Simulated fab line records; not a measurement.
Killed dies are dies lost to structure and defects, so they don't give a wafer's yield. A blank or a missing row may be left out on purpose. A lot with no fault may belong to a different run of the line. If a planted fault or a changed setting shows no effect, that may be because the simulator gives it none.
Which of the tools did it? :: flow sky130 :: 24 lots with 72 wafers sampled at 4 steps, on a route of 708 steps

== WHAT EACH GAUGE READ, for each wafer ==
SKY_VIA1_THK_MEAS_23: measures by xrf.
lot: L074
measured: day 34 21:01
on: film_metro-03
VIA1_W_THK (nm): 274 270 270

lot: L075
measured: day 35 07:31
on: film_metro-01
VIA1_W_THK (nm): 267 265 268

lot: L076
measured: day 35 10:59
on: film_metro-01
VIA1_W_THK (nm): 266 264 263

lot: L077
measured: day 36 00:20
on: film_metro-01
VIA1_W_THK (nm): 273 274 268

lot: L078
measured: day 36 08:33
on: film_metro-03
VIA1_W_THK (nm): 262 267 264

lot: L079
measured: day 36 09:29
on: film_metro-04
VIA1_W_THK (nm): 268 271 276

lot: L080
measured: day 36 16:03
on: film_metro-04
VIA1_W_THK (nm): 266 276 271

lot: L081
measured: day 37 07:45
on: film_metro-01
VIA1_W_THK (nm): 276 262 269

lot: L082
measured: day 37 12:55
on: film_metro-03
VIA1_W_THK (nm): 272 267 275

lot: L083
measured: day 37 22:08
on: film_metro-04
VIA1_W_THK (nm): 270 264 274

lot: L084
measured: day 38 03:13
on: film_metro-03
VIA1_W_THK (nm): 267 270 263

lot: L085
measured: day 38 12:39
on: film_metro-03
VIA1_W_THK (nm): 265 270 267

lot: L086
measured: day 38 14:16
on: film_metro-03
VIA1_W_THK (nm): 268 266 270

lot: L087
measured: day 38 21:34
on: film_metro-03
VIA1_W_THK (nm): 266 266 271

lot: L088
measured: day 39 10:26
on: film_metro-04
VIA1_W_THK (nm): 269 275 270

lot: L089
measured: day 39 15:50
on: film_metro-01
VIA1_W_THK (nm): 275 270 276

lot: L090
measured: day 40 05:53
on: film_metro-01
VIA1_W_THK (nm): 274 274 270

lot: L091
measured: day 40 09:22
on: film_metro-01
VIA1_W_THK (nm): 273 267 274

lot: L092
measured: day 40 09:42
on: film_metro-04
VIA1_W_THK (nm): 269 276 278

lot: L093
measured: day 40 15:35
on: film_metro-01
VIA1_W_THK (nm): 279 279 275

lot: L094
measured: day 41 00:17
on: film_metro-04
VIA1_W_THK (nm): 273 270 269

lot: L095
measured: day 41 09:05
on: film_metro-04
VIA1_W_THK (nm): 274 273 271

lot: L096
measured: day 41 10:47
on: film_metro-03
VIA1_W_THK (nm): 262 264 269

lot: L097
measured: day 41 13:58
on: film_metro-01
VIA1_W_THK (nm): 272 268 272

SKY_VIA2_THK_MEAS_23: measures by xrf.
lot: L074
measured: day 37 06:06
on: film_metro-04
VIA2_W_THK (nm): 442 434 434

lot: L075
measured: day 37 16:44
on: film_metro-02
VIA2_W_THK (nm): 417 433 424

lot: L076
measured: day 37 18:46
on: film_metro-04
VIA2_W_THK (nm): 445 429 430

lot: L077
measured: day 38 08:28
on: film_metro-04
VIA2_W_THK (nm): 442 425 441

lot: L078
measured: day 38 16:13
on: film_metro-02
VIA2_W_THK (nm): 429 419 420

lot: L079
measured: day 38 18:48
on: film_metro-04
VIA2_W_THK (nm): 447 445 430

lot: L080
measured: day 38 23:35
on: film_metro-03
VIA2_W_THK (nm): 433 420 440

lot: L081
measured: day 39 14:49
on: film_metro-04
VIA2_W_THK (nm): 434 442 434

lot: L082
measured: day 39 20:31
on: film_metro-02
VIA2_W_THK (nm): 430 413 437

lot: L083
measured: day 40 04:43
on: film_metro-03
VIA2_W_THK (nm): 445 432 446

lot: L084
measured: day 40 10:23
on: film_metro-02
VIA2_W_THK (nm): 432 422 421

lot: L085
measured: day 40 17:23
on: film_metro-02
VIA2_W_THK (nm): 432 432 418

lot: L086
measured: day 40 19:47
on: film_metro-04
VIA2_W_THK (nm): 451 450 456

lot: L087
measured: day 41 03:10
on: film_metro-02
VIA2_W_THK (nm): 421 429 430

lot: L088
measured: day 41 15:29
on: film_metro-03
VIA2_W_THK (nm): 431 428 442

lot: L089
measured: day 41 20:35
on: film_metro-02
VIA2_W_THK (nm): 438 431 417

lot: L090
measured: day 42 09:19
on: film_metro-02
VIA2_W_THK (nm): 432 428 423

lot: L091
measured: day 42 13:55
on: film_metro-03
VIA2_W_THK (nm): 415 428 419

lot: L092
measured: day 42 14:49
on: film_metro-02
VIA2_W_THK (nm): 419 433 418

lot: L093
measured: day 42 20:32
on: film_metro-04
VIA2_W_THK (nm): 440 436 428

lot: L094
measured: day 43 03:15
on: film_metro-03
VIA2_W_THK (nm): 433 451 446

lot: L095
measured: day 43 11:46
on: film_metro-04
VIA2_W_THK (nm): 446 445 433

lot: L096
measured: day 43 13:20
on: film_metro-04
VIA2_W_THK (nm): 440 445 441

lot: L097
measured: day 43 17:07
on: film_metro-04
VIA2_W_THK (nm): 444 446 432

== TOOL THAT RAN EACH LOT (tool first, then ch and the chambers of the sampled wafers, then the start) ==
lot: L074
SKY_METAL2_SPUTTER_01: pvd_sputter-04, day 34 21:23
SKY_METAL2_SPUTTER_02: pvd_sputter-04, day 34 21:25

lot: L075
SKY_METAL2_SPUTTER_01: pvd_sputter-02, day 35 07:54
SKY_METAL2_SPUTTER_02: pvd_sputter-02, day 35 07:55

lot: L076
SKY_METAL2_SPUTTER_01: pvd_sputter-04, day 35 11:22
SKY_METAL2_SPUTTER_02: pvd_sputter-04, day 35 11:24

lot: L077
SKY_METAL2_SPUTTER_01: pvd_sputter-02, day 36 00:43
SKY_METAL2_SPUTTER_02: pvd_sputter-02, day 36 00:44

lot: L078
SKY_METAL2_SPUTTER_01: pvd_sputter-04, day 36 08:56
SKY_METAL2_SPUTTER_02: pvd_sputter-04, day 36 08:58

lot: L079
SKY_METAL2_SPUTTER_01: pvd_sputter-02, day 36 09:52
SKY_METAL2_SPUTTER_02: pvd_sputter-02, day 36 09:53

lot: L080
SKY_METAL2_SPUTTER_01: pvd_sputter-02, day 36 16:25
SKY_METAL2_SPUTTER_02: pvd_sputter-02, day 36 16:26

lot: L081
SKY_METAL2_SPUTTER_01: pvd_sputter-02, day 37 08:07
SKY_METAL2_SPUTTER_02: pvd_sputter-02, day 37 08:08

lot: L082
SKY_METAL2_SPUTTER_01: pvd_sputter-04, day 37 13:17
SKY_METAL2_SPUTTER_02: pvd_sputter-04, day 37 13:19

lot: L083
SKY_METAL2_SPUTTER_01: pvd_sputter-02, day 37 22:31
SKY_METAL2_SPUTTER_02: pvd_sputter-02, day 37 22:32

lot: L084
SKY_METAL2_SPUTTER_01: pvd_sputter-04, day 38 03:35
SKY_METAL2_SPUTTER_02: pvd_sputter-04, day 38 03:37

lot: L085
SKY_METAL2_SPUTTER_01: pvd_sputter-03, day 38 13:02
SKY_METAL2_SPUTTER_02: pvd_sputter-03, day 38 13:04

lot: L086
SKY_METAL2_SPUTTER_01: pvd_sputter-03, day 38 14:43
SKY_METAL2_SPUTTER_02: pvd_sputter-03, day 38 14:44

lot: L087
SKY_METAL2_SPUTTER_01: pvd_sputter-02, day 38 21:56
SKY_METAL2_SPUTTER_02: pvd_sputter-02, day 38 21:58

lot: L088
SKY_METAL2_SPUTTER_01: pvd_sputter-02, day 39 10:47
SKY_METAL2_SPUTTER_02: pvd_sputter-02, day 39 10:49

lot: L089
SKY_METAL2_SPUTTER_01: pvd_sputter-04, day 39 16:13
SKY_METAL2_SPUTTER_02: pvd_sputter-04, day 39 16:14

lot: L090
SKY_METAL2_SPUTTER_01: pvd_sputter-02, day 40 06:15
SKY_METAL2_SPUTTER_02: pvd_sputter-02, day 40 06:17

lot: L091
SKY_METAL2_SPUTTER_01: pvd_sputter-04, day 40 09:44
SKY_METAL2_SPUTTER_02: pvd_sputter-04, day 40 09:46

lot: L092
SKY_METAL2_SPUTTER_01: pvd_sputter-02, day 40 10:04
SKY_METAL2_SPUTTER_02: pvd_sputter-02, day 40 10:05

lot: L093
SKY_METAL2_SPUTTER_01: pvd_sputter-04, day 40 16:05
SKY_METAL2_SPUTTER_02: pvd_sputter-04, day 40 16:06

lot: L094
SKY_METAL2_SPUTTER_01: pvd_sputter-04, day 41 00:40
SKY_METAL2_SPUTTER_02: pvd_sputter-04, day 41 00:41

lot: L095
SKY_METAL2_SPUTTER_01: pvd_sputter-04, day 41 09:28
SKY_METAL2_SPUTTER_02: pvd_sputter-04, day 41 09:29

lot: L096
SKY_METAL2_SPUTTER_01: pvd_sputter-02, day 41 11:09
SKY_METAL2_SPUTTER_02: pvd_sputter-02, day 41 11:11

lot: L097
SKY_METAL2_SPUTTER_01: pvd_sputter-02, day 41 14:20
SKY_METAL2_SPUTTER_02: pvd_sputter-02, day 41 14:22
- SKY_METAL2_SPUTTER_01: material TiN, target thk 20 nm, time 16.7 s.
- SKY_METAL2_SPUTTER_02: material AlCu, target thk 250 nm, time 13.3 s.

== AS READ BY THE TOOLS THEMSELVES (means over the sampled wafers that have a number; for cases with no such wafer, the mark the record gives instead) ==
SKY_METAL2_SPUTTER_01.
lot: L074
tool: pvd_sputter-04
throttle_valve_pct (%): 29.4

lot: L075
tool: pvd_sputter-02
throttle_valve_pct (%): 29.2

lot: L076
tool: pvd_sputter-04
throttle_valve_pct (%): 30.1

lot: L077
tool: pvd_sputter-02
throttle_valve_pct (%): 28.7

lot: L078
tool: pvd_sputter-04
throttle_valve_pct (%): 30.3

lot: L079
tool: pvd_sputter-02
throttle_valve_pct (%): 29.1

lot: L080
tool: pvd_sputter-02
throttle_valve_pct (%): 28.0

lot: L081
tool: pvd_sputter-02
throttle_valve_pct (%): 28.1

lot: L082
tool: pvd_sputter-04
throttle_valve_pct (%): 29.9

lot: L083
tool: pvd_sputter-02
throttle_valve_pct (%): 29.1

lot: L084
tool: pvd_sputter-04
throttle_valve_pct (%): 29.6

lot: L085
tool: pvd_sputter-03
throttle_valve_pct (%): 29.6

lot: L086
tool: pvd_sputter-03
throttle_valve_pct (%): 29.4

lot: L087
tool: pvd_sputter-02
throttle_valve_pct (%): 28.0

lot: L088
tool: pvd_sputter-02
throttle_valve_pct (%): 28.8

lot: L089
tool: pvd_sputter-04
throttle_valve_pct (%): 29.3

lot: L090
tool: pvd_sputter-02
throttle_valve_pct (%): 28.5

lot: L091
tool: pvd_sputter-04
throttle_valve_pct (%): 29.5

lot: L092
tool: pvd_sputter-02
throttle_valve_pct (%): 29.7

lot: L093
tool: pvd_sputter-04
throttle_valve_pct (%): 29.9

lot: L094
tool: pvd_sputter-04
throttle_valve_pct (%): 29.8

lot: L095
tool: pvd_sputter-04
throttle_valve_pct (%): 29.8

lot: L096
tool: pvd_sputter-02
throttle_valve_pct (%): 29.3

lot: L097
tool: pvd_sputter-02
throttle_valve_pct (%): 28.7

SKY_METAL2_SPUTTER_02.
lot: L074
tool: pvd_sputter-04
throttle_valve_pct (%): 29.4

lot: L075
tool: pvd_sputter-02
throttle_valve_pct (%): 29.2

lot: L076
tool: pvd_sputter-04
throttle_valve_pct (%): 29.9

lot: L077
tool: pvd_sputter-02
throttle_valve_pct (%): 28.6

lot: L078
tool: pvd_sputter-04
throttle_valve_pct (%): 30.3

lot: L079
tool: pvd_sputter-02
throttle_valve_pct (%): 29.3

lot: L080
tool: pvd_sputter-02
throttle_valve_pct (%): 28.1

lot: L081
tool: pvd_sputter-02
throttle_valve_pct (%): 28.2

lot: L082
tool: pvd_sputter-04
throttle_valve_pct (%): 29.8

lot: L083
tool: pvd_sputter-02
throttle_valve_pct (%): 29.3

lot: L084
tool: pvd_sputter-04
throttle_valve_pct (%): 29.5

lot: L085
tool: pvd_sputter-03
throttle_valve_pct (%): 29.6

lot: L086
tool: pvd_sputter-03
throttle_valve_pct (%): 29.4

lot: L087
tool: pvd_sputter-02
throttle_valve_pct (%): 28.1

lot: L088
tool: pvd_sputter-02
throttle_valve_pct (%): 28.7

lot: L089
tool: pvd_sputter-04
throttle_valve_pct (%): 29.4

lot: L090
tool: pvd_sputter-02
throttle_valve_pct (%): 28.5

lot: L091
tool: pvd_sputter-04
throttle_valve_pct (%): 29.6

lot: L092
tool: pvd_sputter-02
throttle_valve_pct (%): 29.7

lot: L093
tool: pvd_sputter-04
throttle_valve_pct (%): 29.9

lot: L094
tool: pvd_sputter-04
throttle_valve_pct (%): 29.8

lot: L095
tool: pvd_sputter-04
throttle_valve_pct (%): 29.8

lot: L096
tool: pvd_sputter-02
throttle_valve_pct (%): 29.2

lot: L097
tool: pvd_sputter-02
throttle_valve_pct (%): 28.7

== THE ANSWER, worked out from the rows above alone ==
Rule: the usual values come from the lots themselves. Put in order of their means at a reading, lots are off if they are a third of the lots or fewer, leave a main group of 4 or more, and stand apart from it by a gap of 3 or more times the standard deviation of the main group's means; of several such gaps the widest counts. The tables above print the reading to a certain number of digits; a main group whose means all agree to those digits is not used. A lot without any number at a reading at which 4 lots or more have one is off too. Where the step has rows for the other lots, those lots are counted as sound. The gauges are gone through in route order, then the tools' own readings, and for those a lot's mean is taken as printed above. At the first step where some lot is off, the reading lying furthest off is the one used; lots without a number count as furthest.
Nothing can be told from this: no lot is off at any reading shown.

== WHAT THE SIMULATOR HAD PUT IN ==
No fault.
